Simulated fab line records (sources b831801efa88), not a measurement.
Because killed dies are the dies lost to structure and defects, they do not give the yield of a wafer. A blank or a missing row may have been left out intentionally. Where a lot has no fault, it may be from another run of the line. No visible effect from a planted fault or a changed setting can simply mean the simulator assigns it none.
What tool caused it?    flow gf180mcu    13 lots with 36 wafers sampled at 6 steps, on a route of 602 steps

WHAT EACH GAUGE READ, for each wafer
GF_STI_THK_MEAS_04.
lot   measured     on             STI_CVD_03_THK (nm)
L225  day 1 15:38  film metro-02  210.6 209.9 212.5
L227  day 1 23:34  film metro-04  209.1 208.1 210.7
L228  day 2 06:01  film metro-02  207.5 209.5 207.7
L230  day 2 15:44  film metro-03  207.5 206.4 208.4
L231  day 2 20:51  film metro-02  206.3 205.8 203.9
L232  day 3 00:34  film metro-02  212.9 213.8 214.6
L234  day 3 14:26  film metro-04  209.4 206.5
L235  day 3 18:32  film metro-02  206.7 202.1
L238  day 4 08:20  film metro-02  207.5 207.5
L240  day 4 17:43  film metro-02  204.3 203.0 203.7
L243  day 5 07:35  film metro-02  206.9 208.5 206.2
L245  day 5 19:15  film metro-04  206.7 207.6 207.4
L248  day 6 10:20  film metro-03  208.5 208.5 210.6

GF_MVPSD_TW_MEAS_11.
lot   measured      on             MVPSD_TW
L225  day 5 02:40   film metro-03  543 548 545
L227  day 5 12:58   film metro-04  561 561 561
L228  day 5 14:47   film metro-03  545 544 545
L230  day 6 06:09   film metro-03  553 552 552
L231  day 6 18:03   film metro-04  564 563 564
L232  day 6 23:40   film metro-01  549 551 549
L234  day 7 11:20   film metro-04  561 563
L235  day 7 18:35   film metro-03  546 544
L238  day 8 07:47   film metro-01  542 542
L240  day 9 00:47   film metro-01  550 551 549
L243  day 9 13:40   film metro-03  549 549 546
L245  day 9 22:10   film metro-03  548 548 548
L248  day 10 17:49  film metro-04  565 563 565

GF_HV_LDD_CD_MEAS_07: target cd 400 nm.
lot   measured      on         cd nm (nm)
L225  day 10 05:18  cd sem-01  401.3 402.3 400.3
L227  day 10 12:10  cd sem-01  402.0 400.8 399.8
L228  day 10 18:08  cd sem-01  402.3 400.4 398.8
L230  day 11 10:02  cd sem-02  404.9 405.0 402.6
L231  day 12 00:23  cd sem-02  402.8 403.1 400.9
L232  day 12 09:59  cd sem-02  401.4 399.3 402.5
L234  day 12 22:02  cd sem-02  399.7 430.4
L235  day 13 11:00  cd sem-01  426.3 397.5
L238  day 13 23:57  cd sem-02  431.3 400.1
L240  day 15 00:20  cd sem-02  398.4 401.3 401.4
L243  day 15 14:07  cd sem-02  402.3 398.0 398.5
L245  day 16 01:14  cd sem-01  396.6 398.6 397.1
L248  day 17 00:08  cd sem-01  401.0 398.1 397.8

GF_HV_LDD_OVL_MEAS_32.
lot   measured      on          HV_LDD_02_OVL (nm)
L225  day 11 19:17  overlay-01  1.5 0.3 0.2
L227  day 12 01:56  overlay-01  1.2 1.4 1.1
L228  day 12 08:22  overlay-02  -0.9 -0.7 -1.1
L230  day 13 00:57  overlay-01  0.5 -0.3 0.6
L231  day 13 16:55  overlay-02  1.3 -1.3 -0.6
L232  day 14 02:59  overlay-01  -2.4 -1.9 -1.8
L234  day 14 14:25  overlay-02  0.4 0.1
L235  day 15 05:13  overlay-01  -1.5 1.4
L238  day 15 18:16  overlay-01  0.1 -1.2
L240  day 16 20:56  overlay-02  -0.8 1.0 -1.2
L243  day 17 12:13  overlay-02  0.5 -0.3 -1.4
L245  day 17 23:16  overlay-01  1.6 -0.8 1.1
L248  day 18 23:27  overlay-02  0.1 -0.1 0.3

WHICH TOOL RAN EACH LOT (tool, then ch and the chambers of the sampled wafers, then the start)
lot   GF_HV_LDD_COAT_02                  GF_HV_LDD_STRIP_10
L225  litho track-03 ch 0, day 9 19:55   plasma asher-04 ch 0,1, day 10 05:37
L227  litho track-01 ch 0, day 10 02:59  plasma asher-04 ch 0,1, day 10 12:43
L228  litho track-02 ch 0, day 10 09:10  plasma asher-04 ch 0,1, day 10 18:25
L230  litho track-02 ch 0, day 11 00:22  plasma asher-04 ch 0,1, day 11 10:27
L231  litho track-01 ch 0, day 11 15:04  plasma asher-04 ch 0,1, day 12 00:40
L232  litho track-01 ch 0, day 11 23:44  plasma asher-03 ch 0,1, day 12 10:17
L234  litho track-01 ch 0, day 12 11:32  plasma asher-03 ch 1, day 12 22:20
L235  litho track-01 ch 0, day 13 00:53  plasma asher-02 ch 0,1, day 13 11:17
L238  litho track-01 ch 0, day 13 14:28  plasma asher-02 ch 0,1, day 14 00:14
L240  litho track-03 ch 0, day 14 14:02  plasma asher-02 ch 0,1, day 15 00:37
L243  litho track-03 ch 0, day 15 03:25  plasma asher-04 ch 0,1, day 15 14:25
L245  litho track-03 ch 0, day 15 13:43  plasma asher-03 ch 0,1, day 16 01:32
L248  litho track-02 ch 0, day 16 12:53  plasma asher-02 ch 0,1, day 17 00:26
- GF_HV_LDD_COAT_02: resist thk 1000 nm.
- GF_HV_LDD_STRIP_10: strips in O2/N2.

WHAT THE TOOLS THEMSELVES READ (means of the sampled wafers that have a number; where no wafer has one, the mark that the record gives instead)
GF_HV_LDD_COAT_02.
lot   tool            chill plate temp C (C)  exhaust pa (Pa)
L225  litho track-03  23.15                   44.5
L227  litho track-01  23.11                   45.2
L228  litho track-02  22.95                   44.5
L230  litho track-02  23.13                   44.2
L231  litho track-01  22.93                   43.9
L232  litho track-01  22.91                   45.8
L234  litho track-01  22.95                   45.0
L235  litho track-01  23.04                   46.0
L238  litho track-01  23.02                   45.0
L240  litho track-03  23.13                   45.9
L243  litho track-03  22.93                   44.1
L245  litho track-03  22.99                   45.9
L248  litho track-02  23.02                   44.4

GF_HV_LDD_STRIP_10.
lot   tool             chamber pressure mTorr (mTorr)  drypump motor current A (A)  heater power w (W)  oes product au (a.u.)  strip time to endpoint s (s)
L225  plasma asher-04  1499.9                          5.95                         337                 0.724                  12.56
L227  plasma asher-04  1498.7                          5.96                         333                 0.712                  12.65
L228  plasma asher-04  1499.7                          6.02                         320                 0.714                  12.61
L230  plasma asher-04  1498.8                          5.95                         335                 0.717                  12.63
L231  plasma asher-04  1500.0                          6.04                         325                 0.714                  12.61
L232  plasma asher-03  1500.2                          6.06                         332                 0.716                  12.62
L234  plasma asher-03  1499.9                          5.71                         370                 0.668                  11.02
L235  plasma asher-02  1501.2                          6.08                         340                 0.664                  11.01
L238  plasma asher-02  1499.2                          6.06                         334                 0.671                  11.04
L240  plasma asher-02  1500.4                          6.08                         334                 0.717                  12.65
L243  plasma asher-04  1501.7                          5.96                         329                 0.717                  12.60
L245  plasma asher-03  1500.1                          6.08                         324                 0.713                  12.62
L248  plasma asher-02  1500.1                          6.11                         339                 0.720                  12.64

THE ANSWER, worked out from the rows above alone
Rule: the usual values come from the lots themselves. The widest of any qualifying gaps counts: lots, ordered by their means at a reading, are off when they make up no more than a third of the lots, leave a main group of 4 or more, and stand apart from it by 3 or more times the standard deviation of that group's means. Not used: any main group whose means are identical at the precision the tables above print for the reading. A lot without any number at a reading at which 4 lots or more have one is off too. The other lots that the step has rows for count as sound. The gauges are gone through in route order, then the tools' own readings, and for those a lot's mean is taken as printed above. The first step at which some lot is off is used, and at that step the reading that is off furthest; a lot without a number counts as furthest.
Off: L234, L235, L238 (GF_HV_LDD_CD_MEAS_07, cd nm). The main group: mean 400.7 nm, standard deviation 1.7.
If a tool, at a process step before that reading, ran all the lots that are off and no sound lot after the first of them, it fits. The gauges at GF_HV_LDD_CD_MEAS_07 aren't tried: what is off there is off at GF_HV_LDD_STRIP_10 too, on other tools, and a gauge's error can't cause that. One fits: GF_HV_LDD_COAT_02 on litho track-01. Its last sound lot is L232 (day 11 23:44), its first lot that is off L234 (day 12 11:32): a fault that began between those two fits.

WHAT WAS PUT IN BY THE SIMULATOR
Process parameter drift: litho track-01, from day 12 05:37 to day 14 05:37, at GF_HV_LDD_COAT_02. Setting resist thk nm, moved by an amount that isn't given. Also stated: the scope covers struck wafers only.
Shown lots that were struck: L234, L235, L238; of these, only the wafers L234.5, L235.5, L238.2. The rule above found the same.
